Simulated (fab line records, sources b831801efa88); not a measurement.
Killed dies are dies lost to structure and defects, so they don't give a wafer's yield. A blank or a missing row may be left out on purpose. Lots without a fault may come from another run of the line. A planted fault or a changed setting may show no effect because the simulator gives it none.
A struck lot beside a sound one | flow sky130 | 16 steps out of a route of 708
Sound: wafers L562.2, L562.4, L562.6. Struck: wafers L575.1, L575.3, L575.6. The cause comes at the end.
At each step with rows: each side's tool, then ch and its chambers, then its first start. Under that, the readings that differ: sound wafers | struck wafers | difference of the means | sigmas: that difference in standard deviations of wafers without a fault.
alike: readings whose means differ by less than 2 such deviations, and words and numbers that are the same on both sides. not compared: withheld readings, readings that some wafer has no value for, bounds like >300 that may hide the same value, and numbers for which the record gives no deviation and whose values overlap.
The two part at a step that has a row with sigmas, a row that says differs or no value, or rows on one side only. Numbers that don't overlap but have no deviation are shown without sigmas and don't part them. A reading that every wafer of one side lacks parts them only if that side has two wafers or more.

first, 1 step without rows for these wafers: SKY_LDD_N_IMPLANT_15.
SKY_LDD_N_STRIP_16: strips in O2/N2.
  sound on plasma_asher-04 ch 0,1, day 18 08:33; struck on plasma_asher-04 ch 0,1, day 23 12:32
  alike: drypump_motor_current_A, oes_product_au, strip_time_to_endpoint_s
  not compared: rf_hours_counter_h
SKY_LDD_N_TW_MEAS_17:
  sound on film_metro-03, day 18 08:40; struck on film_metro-04, day 23 12:38
  alike: LDD_N_TW
then, 7 steps without rows for these wafers: SKY_LDD_P_DEHYDRATE_00 (time 60 s); SKY_LDD_P_HMDS_01 (prime time 60 s); SKY_LDD_P_COAT_02 (resist thk 1140 nm); SKY_LDD_P_SOFTBAKE_03 (time 60 s); SKY_LDD_P_EXPOSE_04 (exposes mask PSDM, target cd 380 nm); SKY_LDD_P_PEB_05; SKY_LDD_P_DEVELOP_06 (develop time 60 s).
SKY_LDD_P_CD_MEAS_07: target cd 380 nm.
  sound on cd_sem-01, day 19 14:56; struck on cd_sem-02, day 24 17:34
  alike: cd_nm
SKY_LDD_P_OVL_MEAS_08:
  sound on overlay-01, day 19 15:02; struck on overlay-01, day 24 17:41
  alike: LDD_P_OVL
SKY_LDD_P_IMPLANT_09:
  sound on implanter-02 ch 0, day 19 15:06; struck on implanter-01 ch 0, day 24 17:43
  reading            | sound                     | struck                           | difference  | sigmas
  dose_ions_cm2      | 1e+13 9.997e+12 9.985e+12 | 1.0642e+13 1.0661e+13 1.0647e+13 | +6.5600e+11 | +50
  faraday_current_uA | 56.5 56.5 58.5            | 60.8 61.4 61.3                   | +4.0        | +4
  alike: beam_energy_keV
SKY_LDD_P_STRIP_10: strips in O2/N2.
  sound on plasma_asher-02 ch 0,1, day 19 15:13; struck on plasma_asher-03 ch 0,1, day 24 17:52
  alike: drypump_motor_current_A, oes_product_au, strip_time_to_endpoint_s
  not compared: rf_hours_counter_h
SKY_LDD_P_TW_MEAS_11:
  sound on film_metro-02, day 19 15:20; struck on film_metro-02, day 24 18:13
  reading  | sound       | struck      | difference | sigmas
  LDD_P_TW | 627 626 626 | 641 636 641 | +13        | +4
  not compared: hold
-- the record jumps here: 25 days lie between the struck wafers' starts before and after (it left off in module LDD_P and takes up again in module PAD_OPEN, whose first step shown is number 708 of the route) --
SKY_PAD_OPEN_PROBE_99:
  sound on prober-02, day 46 04:50; struck on prober-01, day 49 11:15
  reading                     | sound          | struck         | difference | sigmas
  model.etest.tip_p.rs_ohm_sq | 7065 7059 7023 | 6734 6751 6754 | -303       |
  alike: killed_at_M0_to_M3, killed_at_M4_up, killed_at_contacts, killed_at_front_end, killed_at_other, killed_dies, killed_on_rim, killed_open, killed_short

WHERE THEY PART
First at SKY_LDD_P_IMPLANT_09; last, within this record, at SKY_LDD_P_TW_MEAS_11. Later steps at which nothing parts them and some readings are alike: SKY_PAD_OPEN_PROBE_99.

WHY: what the simulator had put in
Process parameter drift: implanter-01, from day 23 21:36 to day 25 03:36, at SKY_LDD_P_IMPLANT_09. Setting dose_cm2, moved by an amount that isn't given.
